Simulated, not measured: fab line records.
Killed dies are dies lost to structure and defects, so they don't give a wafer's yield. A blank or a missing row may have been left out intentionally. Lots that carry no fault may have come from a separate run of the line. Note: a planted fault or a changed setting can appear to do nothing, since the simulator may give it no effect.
2 desks, one fault | flow sky130 | numbers are kept per desk, each desk with only its own; the story behind them comes last

METROLOGY DESK
What the gauges read, lot by lot, whatever tool the lot ran on: means of the sampled wafers that have a number. The brackets show how far a lot's mean lies from the usual mean; more than 4 standard deviations puts the lot out of limits, marked OUT.
Columns: A = cd nm at SKY_LOCAL_INTERCONNECT_CD_MEAS_11, usual 169.8 nm; B = CONTACT_HDPCVD_THK at SKY_CONTACT_THK_MEAS_03, usual 561 nm
lot  | first seen here | A     | B
L724 | day 30 09:48    | 170.2 | 562
L725 | day 30 16:53    | 171.4 | 561
L726 | day 31 06:11    | 168.0 | 559
L727 | day 31 08:23    | 168.8 | 559
L729 | day 32 04:20    | 166.1 | 561
L730 | day 32 13:41    | 171.5 | 561
L737 | day 34 23:04    | 169.5 | 564
L740 | day 35 21:36    | 170.2 | 562
L741 | day 36 10:28    | 169.6 | 566
L742 | day 36 11:53    | 168.8 | 562
L743 | day 36 16:25    | 169.6 | 565
L747 | day 37 23:59    | 169.7 | 553
This desk found nothing out of limits on any of the 12 lots.

THE TOOL OWNER'S DESK: rie diel-01
The tool's own readings at SKY_FIELD_ISO_ETCH_14 (etches BARC in N2/H2, stops on SiO2, time 45.9 s, target depth 60 nm): means of the sampled wafers that have a number, for each lot that ran on this tool. The brackets show how far a lot's mean lies from the usual mean; more than 4 standard deviations puts the lot out of limits, marked OUT.
Columns: A = drypump motor current A at SKY_FIELD_ISO_ETCH_14, usual 5.8 A; B = oes product au at SKY_FIELD_ISO_ETCH_14, usual 0.856 a.u.; C = run length s at SKY_FIELD_ISO_ETCH_14, usual 73.9 s; D = throttle valve pct at SKY_FIELD_ISO_ETCH_14, usual 13.225 %
lot  | first seen here | A   | B               | C              | D
L727 | day 2 19:58     | 5.8 | 0.860           | 73.8           | 13.229
L729 | day 3 06:28     | 5.9 | 0.852           | 73.7           | 13.219
L735 | day 4 14:28     | 5.9 | 1.006 (+30) OUT | 52.7 (-54) OUT | 13.236
L736 | day 4 19:04     | 5.9 | 0.996 (+28) OUT | 52.9 (-54) OUT | 13.235
This desk finds L735, L736 out of limits, L735 being first, at day 4 14:28 (oes product au at SKY_FIELD_ISO_ETCH_14). Within limits: L727, L729.

TAKEN TOGETHER
On L735, L736, at day 4 14:28, an alarm was possible from the tool owner's desk.
Metrology desk: nothing out of limits seen.
The metrology desk has no number on record for L735, L736.
SKY_FIELD_ISO_ETCH_14 was run on rie diel-01 by each of the lots named.

WHAT WAS PUT IN BY THE SIMULATOR
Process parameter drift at SKY_FIELD_ISO_ETCH_14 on rie diel-01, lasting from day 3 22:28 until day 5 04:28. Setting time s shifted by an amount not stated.
Lots struck among those shown: L735, L736.
Time in hours from fault onset to the first out-of-limits reading at each desk: the tool owner's desk, 16.
